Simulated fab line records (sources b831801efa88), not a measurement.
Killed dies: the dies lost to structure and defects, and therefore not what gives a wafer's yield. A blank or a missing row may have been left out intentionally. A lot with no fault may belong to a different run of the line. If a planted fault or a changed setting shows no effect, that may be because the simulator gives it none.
Comparing a struck lot with a sound one | flow sfqLine | 14 out of 325 route steps
Sound: wafers L632.2, L632.3, L632.5. Struck: wafer L642.4 (L642.1, L642.2, from the same lot, were not struck and are left out); the cause is given at the end.
Order at every step that has rows: each side's tool, ch and its chambers, its first start. Under that, the readings that differ: sound wafers | struck wafers | difference of the means | sigmas: that difference in standard deviations of wafers without a fault.
alike: readings whose means differ by less than 2 such deviations, and words and numbers that are the same on both sides. not compared: withheld readings, readings that some wafer has no value for, bounds like >300 that may hide the same value, and numbers for which the record gives no deviation and whose values overlap.
Wherever a step has rows on one side only, a row that says differs or no value, or a row with sigmas, the two part there. When numbers do not overlap yet have no deviation, they are printed without sigmas and do not part them. Lack of a reading on every wafer of one side parts them only where that side has two or more wafers.

SFQ_INCOMING_BOW_MEAS_900:
  sound on filmMetro-02, day 1 15:01; struck on filmMetro-01, day 3 17:00
  alike: INCOMING_BOW
then, 1 step without rows for these wafers: SFQ_TRILAYER_INCOMING_OXIDATION_002 (target thk 500 nm, ox time 4939 s).
SFQ_TRILAYER_L0_DEP_SPUTTER_003: material MoNx KI, target thk 40 nm, time 100 s.
  sound on pvdSputter-03, day 1 17:29; struck on pvdSputter-03, day 3 19:29
reading              | sound          | struck | difference | sigmas
throttleValvePct (%) | 29.8 31.9 31.5 | 29.1   | -2.0       | -2
SFQ_L0_RS_MEAS_901: a four-point-probe measurement.
  sound on filmMetro-02, day 1 17:35; struck on filmMetro-03, day 3 19:34
reading                | sound          | struck | difference | sigmas
L0_MONX_KI_RS (ohm/sq) | 43.3 43.8 43.9 | 60.0   | +16.3      | +33
SFQ_L0_THK_MEAS_902: measures by xrf.
  sound on filmMetro-02, day 1 17:41; struck on filmMetro-03, day 3 19:41
reading             | sound          | struck | difference | sigmas
L0_MONX_KI_THK (nm) | 40.2 39.7 39.9 | 32.3   | -7.6       | -17
then, 6 steps without rows for these wafers: SFQ_TRILAYER_L0_LITHO_COAT_010 (resist thk 62 nm); SFQ_TRILAYER_L0_LITHO_COAT_005 (resist thk 600 nm); SFQ_TRILAYER_L0_LITHO_SOFTBAKE_009; SFQ_TRILAYER_L0_LITHO_EXPOSE_006 (exposes mask L0, target cd 2000 nm); SFQ_TRILAYER_L0_LITHO_PEB_008 (peb time 60 s); SFQ_TRILAYER_L0_LITHO_DEVELOP_007 (time 60 s).
-- the record jumps here: 2 days lie between the struck wafers' starts before and after --
SFQ_TRILAYER_L0_BARC_OPEN_METAL_ETCH_010: etches BARC in O2, target depth 125 nm, time 41.7 s.
  sound on rieMetal-01 ch 0, day 4 13:57; struck on rieMetal-02 ch 0, day 6 06:45
  alike: drypumpMotorCurrentA, oesProductAu
  not compared: rfHoursCounterH
SFQ_TRILAYER_L0_ETCH_METAL_ETCH_008: etches MoNx KI in SF6/O2, stops on SiO2, target depth 50 nm, time 25 s.
  sound on rieMetal-01 ch 0, day 4 14:01; struck on rieMetal-02 ch 0, day 6 06:49
reading             | sound             | struck | difference | sigmas
oesProductAu (a.u.) | 0.873 0.877 0.863 | 0.777  | -0.094     | -13
  alike: drypumpMotorCurrentA
  not compared: rfHoursCounterH
SFQ_TRILAYER_L0_STRIP_STRIP_009: strips in O2.
  sound on rieMetal-01 ch 0, day 4 14:03; struck on rieMetal-02 ch 0, day 6 06:51
  alike: drypumpMotorCurrentA, oesProductAu
  not compared: rfHoursCounterH

WHERE THEY PART
At SFQ_TRILAYER_L0_DEP_SPUTTER_003 first; at SFQ_TRILAYER_L0_ETCH_METAL_ETCH_008 last (within this record only). Later steps at which nothing parts them and some readings are alike: SFQ_TRILAYER_L0_STRIP_STRIP_009.

WHY: whatever the simulator had introduced
Site profile drift: pvdSputter-03, from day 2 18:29 on, at SFQ_TRILAYER_L0_DEP_SPUTTER_003. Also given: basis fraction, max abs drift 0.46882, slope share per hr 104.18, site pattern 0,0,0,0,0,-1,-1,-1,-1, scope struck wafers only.
